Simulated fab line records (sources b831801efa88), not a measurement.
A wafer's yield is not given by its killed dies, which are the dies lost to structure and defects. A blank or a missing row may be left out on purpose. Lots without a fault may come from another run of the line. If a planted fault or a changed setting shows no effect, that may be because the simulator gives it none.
Which of the tools did it? || flow sky130 || 36 wafers sampled from 12 lots at 1 step of a route of 708

WHAT THE GAUGES SHOWED, per wafer
SKY_METAL2_THK_MEAS_06: measures by xrf.
{"lot": "L613", "measured": "day 34 01:40", "on": "film_metro-03", "METAL2_ALCU_THK (nm)": "251 252 251"}
{"lot": "L614", "measured": "day 34 03:48", "on": "film_metro-04", "METAL2_ALCU_THK (nm)": "252 251 253"}
{"lot": "L615", "measured": "day 34 20:30", "on": "film_metro-04", "METAL2_ALCU_THK (nm)": "249 248 246"}
{"lot": "L616", "measured": "day 35 00:42", "on": "film_metro-03", "METAL2_ALCU_THK (nm)": "243 246 245"}
{"lot": "L618", "measured": "day 35 12:32", "on": "film_metro-03", "METAL2_ALCU_THK (nm)": "243 246 245"}
{"lot": "L619", "measured": "day 36 03:23", "on": "film_metro-03", "METAL2_ALCU_THK (nm)": "251 248 245"}
{"lot": "L622", "measured": "day 36 23:07", "on": "film_metro-01", "METAL2_ALCU_THK (nm)": "244 239 241"}
{"lot": "L628", "measured": "day 38 21:18", "on": "film_metro-04", "METAL2_ALCU_THK (nm)": "246 246 246"}
{"lot": "L627", "measured": "day 38 21:32", "on": "film_metro-01", "METAL2_ALCU_THK (nm)": "251 250 250"}
{"lot": "L632", "measured": "day 40 02:02", "on": "film_metro-03", "METAL2_ALCU_THK (nm)": "249 249 252"}
{"lot": "L635", "measured": "day 40 23:37", "on": "film_metro-01", "METAL2_ALCU_THK (nm)": "248 251 250"}
{"lot": "L636", "measured": "day 41 09:43", "on": "film_metro-03", "METAL2_ALCU_THK (nm)": "246 244 243"}

WHICH TOOL RAN EACH LOT (tool, then ch and the chambers of the sampled wafers, then the start)
The record holds no process step before these readings.

WHAT THE TOOLS THEMSELVES READ (means of the sampled wafers that have a number; where no wafer has one, the mark that the record gives instead)
The record holds no such reading with a usual standard deviation.

THE ANSWER, worked out from the rows above alone
Rule: the usual values come from the lots themselves. The widest of any qualifying gaps counts: lots, ordered by their means at a reading, are off when they make up no more than a third of the lots, leave a main group of 4 or more, and stand apart from it by 3 or more times the standard deviation of that group's means. The tables above print the reading to a certain number of digits; a main group whose means all agree to those digits is not used. A lot without any number at a reading at which 4 lots or more have one is off too. The other lots that the step has rows for count as sound. First the gauges in route order, then the tools' own readings, where a lot's mean is used as printed above. At the first step where some lot is off, the reading lying furthest off is the one used; lots without a number count as furthest.
No lot is off on any of the readings shown, so nothing can be concluded from this.

WHAT WAS PUT IN BY THE SIMULATOR
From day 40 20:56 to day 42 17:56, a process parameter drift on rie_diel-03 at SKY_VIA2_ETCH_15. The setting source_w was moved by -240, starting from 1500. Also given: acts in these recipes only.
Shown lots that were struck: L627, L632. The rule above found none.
